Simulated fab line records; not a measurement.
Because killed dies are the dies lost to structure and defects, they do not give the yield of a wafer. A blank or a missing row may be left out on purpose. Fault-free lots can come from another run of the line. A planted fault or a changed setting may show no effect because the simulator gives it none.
fab line records -- flow gf180mcu
record lots=7, wafers=20, last_day=34
route steps=602 shown V2@400 M3@409
lots untouched by any fault: they come from a run of this same line in which no faults occurred
start_h: hours from the record's opening day to when the first of the lot's shown wafers began -- wait_h: how many hours have passed since the lot's step before this one -- " the same as in the row above -- L1.1+2: several wafers, shown together as one row -- - no value, or no start was given -- * or withheld: withheld -- < > ~ a bound
route shown NAME@n: names a module that has steps shown in the file, with the first one's number in the route -- usual: mean/standard deviation taken from wafers without a fault -- same: alike in all rows -- chamber/n: place in a boat -- sites: each site's reading -- _std_site: the standard deviation of these -- _edge_site: inner sites' mean taken away from outer sites' mean -- radius_mm: how far each site lies from the wafer's centre -- mask NAME#n: copy n -- behind: tool/chamber where the wafer was last shaped -- hold: why the lot was held/for how many hours/how that ended -- device: names the non-switching transistor (n, p or np) -- end of line: the route-end tests of the same wafers -- a step given without rows: its recipe and nothing more -- killed: dies that structure and defects cost at the first sort, which is not the same as the wafer's yield -- map: per-die view of a wafer (x killed, . not killed, _ where there is no die)
set.NAME: the setting as run; set.NAME@STEP: as run at that earlier step -- model.NAME: the simulator's own value behind a step, which no gauge read
certain route steps with their lots: each step a table, each wafer a row
services: the hour from which a tool's chamber was out of use, counted from the record's first day as start_h (under 0 if before that day), plus the number of hours and why
## steps
# step GF_V2_STRIP_18
# recipe chemistry=O2/N2, power_w=1400, pressure_mtorr=1500, platen_temp_c=250, o2_flow_sccm=3000, n2_flow_sccm=300, overash_fraction=0.5
# step GF_V2_STRIP_19
# recipe chemistry=post_etch_residue_remover, time_s=1200, temp_c=72.5
# step GF_V2_CLEAN_20
# recipe chemistry=DIW, dry=n2_spin
# step GF_V2_SPUTTER_21
# recipe material=Ti, target_thk_nm=15, chamber_pressure_pa=5, power_w=2500, substrate_temp_c=200, time_s=80.02
# usual chamber_pressure_pa=4.999/0.0096, throttle_valve_pct=29.7/1.2
lot.wafer,tool,chamber,start_h,wait_h,chamber_pressure_pa,throttle_valve_pct
L630.3,pvd_sputter-02,-,462.21,0.0,5.006,30.5
L630.5,pvd_sputter-02,-,462.21,0.0,5.002,30.4
L630.6,pvd_sputter-02,-,462.21,0.0,5.004,30.5
L638.2,pvd_sputter-01,-,540.77,0.0,5.001,31.9
L638.4,pvd_sputter-01,-,540.77,0.0,4.996,28.1
L638.6,pvd_sputter-01,-,540.77,0.0,4.997,32.2
L639.2,pvd_sputter-04,-,546.97,0.0,4.986,29.0
L639.6,pvd_sputter-04,-,546.97,0.0,5.002,31.2
L641.2,pvd_sputter-02,-,559.48,0.0,4.990,30.0
L641.4,pvd_sputter-02,-,559.48,0.0,5.003,29.4
L641.6,pvd_sputter-02,-,559.48,0.0,4.982,30.4
L650.2,pvd_sputter-01,-,630.37,0.0,5.003,29.2
L650.4,pvd_sputter-01,-,630.37,0.0,5.000,29.9
L650.6,pvd_sputter-01,-,630.37,0.0,4.993,29.1
L652.1,pvd_sputter-02,-,641.12,0.0,5.000,29.7
L652.3,pvd_sputter-02,-,641.12,0.0,5.013,29.8
L652.6,pvd_sputter-02,-,641.12,0.0,5.008,30.6
L653.1,pvd_sputter-02,-,647.21,0.0,4.997,30.0
L653.3,pvd_sputter-02,-,647.21,0.0,4.994,30.5
L653.5,pvd_sputter-02,-,647.21,0.0,4.989,30.0
# step GF_V2_SPUTTER_22
# recipe material=TiN, target_thk_nm=10, chamber_pressure_pa=5, power_w=4000, time_s=40
# step GF_V2_CVD_23
# recipe material=W, target_thk_nm=350, time_s=104.94, temp_c=400, pressure_torr=40
# step GF_V2_RS_MEAS_24
# recipe thk_meas_gauge=four-point-probe, reads=W_of_V2_CVD_23+TiN_of_V2_SPUTTER_22+Ti_of_V2_SPUTTER_21
# usual V2_W_RS=0.3286/0.0029
lot.wafer,tool,chamber,start_h,wait_h,V2_W_RS[ohm/sq]
L630.3,film_metro-03,-,462.46,0.1,0.3290
L630.5,film_metro-03,-,462.46,0.1,0.3291
L630.6,film_metro-03,-,462.46,0.1,0.3292
L638.2,film_metro-04,-,541.00,0.1,0.3263
L638.4,film_metro-04,-,541.00,0.1,0.3281
L638.6,film_metro-04,-,541.00,0.1,0.3313
L639.2,film_metro-03,-,547.20,0.1,0.3261
L639.6,film_metro-03,-,547.20,0.1,0.3252
L641.2,film_metro-04,-,559.71,0.1,0.3292
L641.4,film_metro-04,-,559.71,0.1,0.3281
L641.6,film_metro-04,-,559.71,0.1,0.3314
L650.2,film_metro-01,-,630.60,0.1,0.3258
L650.4,film_metro-01,-,630.60,0.1,0.3277
L650.6,film_metro-01,-,630.60,0.1,0.3252
L652.1,film_metro-03,-,641.33,0.1,0.3327
L652.3,film_metro-03,-,641.33,0.1,0.3276
L652.6,film_metro-03,-,641.33,0.1,0.3298
L653.1,film_metro-01,-,647.42,0.1,0.3239
L653.3,film_metro-01,-,647.42,0.1,0.3254
L653.5,film_metro-01,-,647.42,0.1,0.3211
# step GF_V2_THK_MEAS_25
# recipe thk_meas_gauge=xrf, reads=W_of_V2_CVD_23
# usual V2_W_THK=352/5.2
lot.wafer,tool,chamber,start_h,wait_h,V2_W_THK[nm]
L630.3,film_metro-03,-,462.56,0.1,349
L630.5,film_metro-03,-,462.56,0.1,353
L630.6,film_metro-03,-,462.56,0.1,352
L638.2,film_metro-04,-,541.11,0.1,352
L638.4,film_metro-04,-,541.11,0.1,353
L638.6,film_metro-04,-,541.11,0.1,352
L639.2,film_metro-03,-,547.31,0.1,352
L639.6,film_metro-03,-,547.31,0.1,352
L641.2,film_metro-04,-,559.82,0.1,348
L641.4,film_metro-04,-,559.82,0.1,350
L641.6,film_metro-04,-,559.82,0.1,346
L650.2,film_metro-01,-,630.71,0.1,356
L650.4,film_metro-01,-,630.71,0.1,358
L650.6,film_metro-01,-,630.71,0.1,360
L652.1,film_metro-03,-,641.45,0.1,345
L652.3,film_metro-03,-,641.45,0.1,350
L652.6,film_metro-03,-,641.45,0.1,348
L653.1,film_metro-01,-,647.54,0.1,362
L653.3,film_metro-01,-,647.54,0.1,359
L653.5,film_metro-01,-,647.54,0.1,363
# step GF_V2_CMP_26
# recipe stop_on=SiO2, down_force_psi=3.5, platen_rpm=60, t_overpolish_s=15, target_thk_nm=0, pad_velocity_m_s=0.94248
# usual motor_current_A=10.8/1.1, overpolish_run_s=15.000/0.0083, platen_rpm=59.99/0.036, slurry_filter_dp_kPa=13.51/0.12, time_to_endpoint_s=84/3.2
lot.wafer,tool,chamber,start_h,wait_h,motor_current_A,overpolish_run_s,platen_rpm,slurry_filter_dp_kPa,time_to_endpoint_s
L630.3,cmp-01,0,462.77,0.2,10.6,15.011,60.07,13.53,81
L630.6,cmp-01,1,462.77,0.2,12.3,14.997,59.95,13.38,83
L630.5,cmp-01,2,462.77,0.2,9.5,15.011,59.97,13.37,77
L638.2,cmp-02,2,541.16,0.0,11.6,15.001,60.00,13.50,82
L638.4,cmp-02,1,541.16,0.0,9.4,14.992,60.01,13.48,80
L638.6,cmp-02,2,541.16,0.0,11.1,15.005,59.98,13.64,81
L639.2,cmp-02,2,547.36,0.0,11.9,14.996,60.02,13.51,81
L639.6,cmp-02,2,547.36,0.0,11.3,14.995,60.03,13.64,82
L641.4,cmp-01,3,559.87,0.0,9.4,14.994,60.07,13.48,84
L641.2,cmp-01,0,559.87,0.0,10.4,14.996,59.97,13.60,82
L641.6,cmp-01,0,559.87,0.0,11.9,15.006,59.97,13.60,81
L650.4,cmp-02,2,630.76,0.0,11.2,14.991,59.98,13.58,86
L650.2,cmp-02,0,630.76,0.0,11.8,14.992,60.02,13.26,85
L650.6,cmp-02,3,630.76,0.0,11.8,15.002,59.99,13.58,88
L652.3,cmp-02,1,641.61,0.1,10.0,15.001,60.00,13.58,88
L652.1,cmp-02,2,641.61,0.1,12.0,14.996,60.01,13.45,86
L652.6,cmp-02,3,641.61,0.1,11.8,15.013,60.01,13.48,91
L653.1,cmp-02,2,647.65,0.1,11.7,15.006,59.97,13.69,82
L653.3,cmp-02,0,647.65,0.1,11.7,14.990,59.99,13.42,80
L653.5,cmp-02,1,647.65,0.1,9.4,14.997,59.94,13.62,89
# step GF_M3_SPUTTER_00
# recipe material=Ti, target_thk_nm=37.5, arriving_ion_energy_ev=80, substrate_temp_c=200, chamber_pressure_pa=2, power_w=4000, time_s=150
# usual chamber_pressure_pa=1.999/0.0044, throttle_valve_pct=29.9/1.3
lot.wafer,tool,chamber,start_h,wait_h,chamber_pressure_pa,throttle_valve_pct
L630.3,pvd_sputter-04,-,462.92,0.1,2.002,29.1
L630.5,pvd_sputter-04,-,462.92,0.1,2.003,29.3
L630.6,pvd_sputter-04,-,462.92,0.1,1.998,31.4
L638.2,pvd_sputter-01,-,541.46,0.2,1.997,29.8
L638.4,pvd_sputter-01,-,541.46,0.2,2.002,29.2
L638.6,pvd_sputter-01,-,541.46,0.2,1.998,29.3
L639.2,pvd_sputter-01,-,547.66,0.2,1.996,32.0
L639.6,pvd_sputter-01,-,547.66,0.2,1.997,32.1
L641.2,pvd_sputter-01,-,560.17,0.2,2.005,32.0
L641.4,pvd_sputter-01,-,560.17,0.2,1.989,29.4
L641.6,pvd_sputter-01,-,560.17,0.2,1.993,29.1
L650.2,pvd_sputter-04,-,631.06,0.1,2.004,29.0
L650.4,pvd_sputter-04,-,631.06,0.1,2.008,29.3
L650.6,pvd_sputter-04,-,631.06,0.1,1.998,28.1
L652.1,pvd_sputter-01,-,641.81,0.1,2.000,29.4
L652.3,pvd_sputter-01,-,641.81,0.1,2.002,30.0
L652.6,pvd_sputter-01,-,641.81,0.1,1.992,29.6
L653.1,pvd_sputter-01,-,647.90,0.2,2.007,29.2
L653.3,pvd_sputter-01,-,647.90,0.2,1.996,28.1
L653.5,pvd_sputter-01,-,647.90,0.2,1.999,29.4
# step GF_M3_SPUTTER_01
# recipe material=TiN, target_thk_nm=30, power_w=6500, time_s=25, chamber_pressure_pa=0.4
# usual chamber_pressure_pa=0.4002/0.00077, throttle_valve_pct=29.8/1.3
lot.wafer,tool,chamber,start_h,wait_h,chamber_pressure_pa,throttle_valve_pct
L630.3,pvd_sputter-04,-,463.02,0.1,0.4007,29.0
L630.5,pvd_sputter-04,-,463.02,0.1,0.4010,28.9
L630.6,pvd_sputter-04,-,463.02,0.1,0.3990,31.3
L638.2,pvd_sputter-01,-,541.56,0.1,0.3993,30.0
L638.4,pvd_sputter-01,-,541.56,0.1,0.3992,29.3
L638.6,pvd_sputter-01,-,541.56,0.1,0.4001,29.4
L639.2,pvd_sputter-01,-,547.76,0.1,0.3994,31.6
L639.6,pvd_sputter-01,-,547.76,0.1,0.3992,32.0
L641.2,pvd_sputter-01,-,560.27,0.1,0.3998,31.9
L641.4,pvd_sputter-01,-,560.27,0.1,0.4017,29.5
L641.6,pvd_sputter-01,-,560.27,0.1,0.4013,29.1
L650.2,pvd_sputter-04,-,631.16,0.1,0.3991,28.9
L650.4,pvd_sputter-04,-,631.16,0.1,0.3997,29.3
L650.6,pvd_sputter-04,-,631.16,0.1,0.4011,28.2
L652.1,pvd_sputter-01,-,641.91,0.1,0.4021,29.2
L652.3,pvd_sputter-01,-,641.91,0.1,0.3995,30.1
L652.6,pvd_sputter-01,-,641.91,0.1,0.3998,29.4
L653.1,pvd_sputter-01,-,648.00,0.1,0.3994,29.2
L653.3,pvd_sputter-01,-,648.00,0.1,0.4000,27.9
L653.5,pvd_sputter-01,-,648.00,0.1,0.4007,29.2
# step GF_M3_SPUTTER_02
# recipe material=AlCu, target_thk_nm=450, power_w=10600, time_s=23.9, chamber_pressure_pa=0.4
# usual chamber_pressure_pa=0.4001/0.00069, throttle_valve_pct=29.8/1.3
lot.wafer,tool,chamber,start_h,wait_h,chamber_pressure_pa,throttle_valve_pct
L630.3,pvd_sputter-04,-,463.05,0.0,0.3992,28.9
L630.5,pvd_sputter-04,-,463.05,0.0,0.4007,28.6
L630.6,pvd_sputter-04,-,463.05,0.0,0.3992,31.2
L638.2,pvd_sputter-01,-,541.59,0.0,0.3997,30.0
L638.4,pvd_sputter-01,-,541.59,0.0,0.4000,29.3
L638.6,pvd_sputter-01,-,541.59,0.0,0.4008,29.4
L639.2,pvd_sputter-01,-,547.79,0.0,0.3999,32.0
L639.6,pvd_sputter-01,-,547.79,0.0,0.3998,31.9
L641.2,pvd_sputter-01,-,560.30,0.0,0.3994,31.9
L641.4,pvd_sputter-01,-,560.30,0.0,0.3997,29.3
L641.6,pvd_sputter-01,-,560.30,0.0,0.3988,29.2
L650.2,pvd_sputter-04,-,631.19,0.0,0.4000,28.9
L650.4,pvd_sputter-04,-,631.19,0.0,0.3997,28.8
L650.6,pvd_sputter-04,-,631.19,0.0,0.3999,28.1
L652.1,pvd_sputter-01,-,641.94,0.0,0.4013,29.2
L652.3,pvd_sputter-01,-,641.94,0.0,0.4004,30.2
L652.6,pvd_sputter-01,-,641.94,0.0,0.4000,29.6
L653.1,pvd_sputter-01,-,648.03,0.0,0.4002,29.4
L653.3,pvd_sputter-01,-,648.03,0.0,0.4009,28.0
L653.5,pvd_sputter-01,-,648.03,0.0,0.3994,29.2
# step GF_M3_SPUTTER_03
# recipe material=Ti, target_thk_nm=10, substrate_temp_c=300, chamber_pressure_pa=0.3, power_w=3000, time_s=6.7
# usual chamber_pressure_pa=0.3000/0.00065, throttle_valve_pct=29.8/1.3
lot.wafer,tool,chamber,start_h,wait_h,chamber_pressure_pa,throttle_valve_pct,model.Ti_of_M3_SPUTTER_03.thk_nm
L630.3,pvd_sputter-04,-,463.08,0.0,0.3008,29.3,10.09
L630.5,pvd_sputter-04,-,463.08,0.0,0.3003,28.8,10.06
L630.6,pvd_sputter-04,-,463.08,0.0,0.2988,31.4,10.3
L638.2,pvd_sputter-01,-,541.62,0.0,0.3002,30.1,12.84
L638.4,pvd_sputter-01,-,541.62,0.0,0.3013,29.4,12.77
L638.6,pvd_sputter-01,-,541.62,0.0,0.3009,29.0,9.96
L639.2,pvd_sputter-01,-,547.82,0.0,0.2998,32.2,12.46
L639.6,pvd_sputter-01,-,547.82,0.0,0.2995,32.0,9.654
L641.2,pvd_sputter-01,-,560.33,0.0,0.3008,32.0,12.7
L641.4,pvd_sputter-01,-,560.33,0.0,0.2990,29.3,12.86
L641.6,pvd_sputter-01,-,560.33,0.0,0.3006,29.5,9.956
L650.2,pvd_sputter-04,-,631.22,0.0,0.2991,28.8,10.12
L650.4,pvd_sputter-04,-,631.22,0.0,0.2997,29.0,9.952
L650.6,pvd_sputter-04,-,631.22,0.0,0.2992,28.0,10.24
L652.1,pvd_sputter-01,-,641.97,0.0,0.2999,29.4,9.963
L652.3,pvd_sputter-01,-,641.97,0.0,0.3002,29.9,9.987
L652.6,pvd_sputter-01,-,641.97,0.0,0.3005,29.2,9.947
L653.1,pvd_sputter-01,-,648.06,0.0,0.3003,29.0,9.924
L653.3,pvd_sputter-01,-,648.06,0.0,0.3000,27.9,9.973
L653.5,pvd_sputter-01,-,648.06,0.0,0.3012,29.3,10
# step GF_M3_SPUTTER_04
# recipe material=TiN, target_thk_nm=50, power_w=6500, time_s=41.7, chamber_pressure_pa=0.4
## services
tool,chamber,start_h,hours,kind
cmp-01,-,471.97,1.6,repair
pvd_sputter-02,-,510.40,4.8,repair
pvd_sputter-01,-,510.79,1.6,repair
pvd_sputter-01,2,520.99,-,consumable_replace:kit
pvd_sputter-01,2,520.99,18.0,scheduled_down
pvd_sputter-01,2,520.99,18.0,vent_cycle
pvd_sputter-04,-,532.45,3.6,repair
cmp-02,-,535.24,0.2,repair
cmp-01,-,572.15,4.0,pm
cmp-01,-,576.15,-,consumable_replace:conditioner
cmp-01,-,576.15,-,consumable_replace:pad
cmp-02,-,587.59,5.0,pm
pvd_sputter-04,2,626.42,-,consumable_replace:kit
pvd_sputter-04,2,626.42,18.0,scheduled_down
pvd_sputter-04,2,626.42,18.0,vent_cycle
cmp-01,-,635.06,6.6,pm
pvd_sputter-02,2,635.59,-,consumable_replace:kit
pvd_sputter-02,2,635.59,18.0,scheduled_down
pvd_sputter-02,2,635.59,18.0,vent_cycle
pvd_sputter-04,-,639.59,5.2,repair
pvd_sputter-04,-,642.30,5.5,repair
cmp-02,-,646.86,0.6,repair
## key
first_sign none at tools or gauges
model_effect step=GF_M3_SPUTTER_03, value=Ti_of_M3_SPUTTER_03.thk_nm, without=9.879, struck=12.73
met_at GF_M3_SPUTTER_03
struck_wafers L638.2,L638.4,L639.2,L641.2,L641.4
fault kind=process_parameter_drift, tool=pvd_sputter-01, chamber=-, onset_h=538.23, steps=GF_M3_SPUTTER_03, channel=target_thk_nm, offset=2.8461, shape=step, end_h=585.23, scope=struck_wafers_only, acts_in=these_recipes_only, stated=10
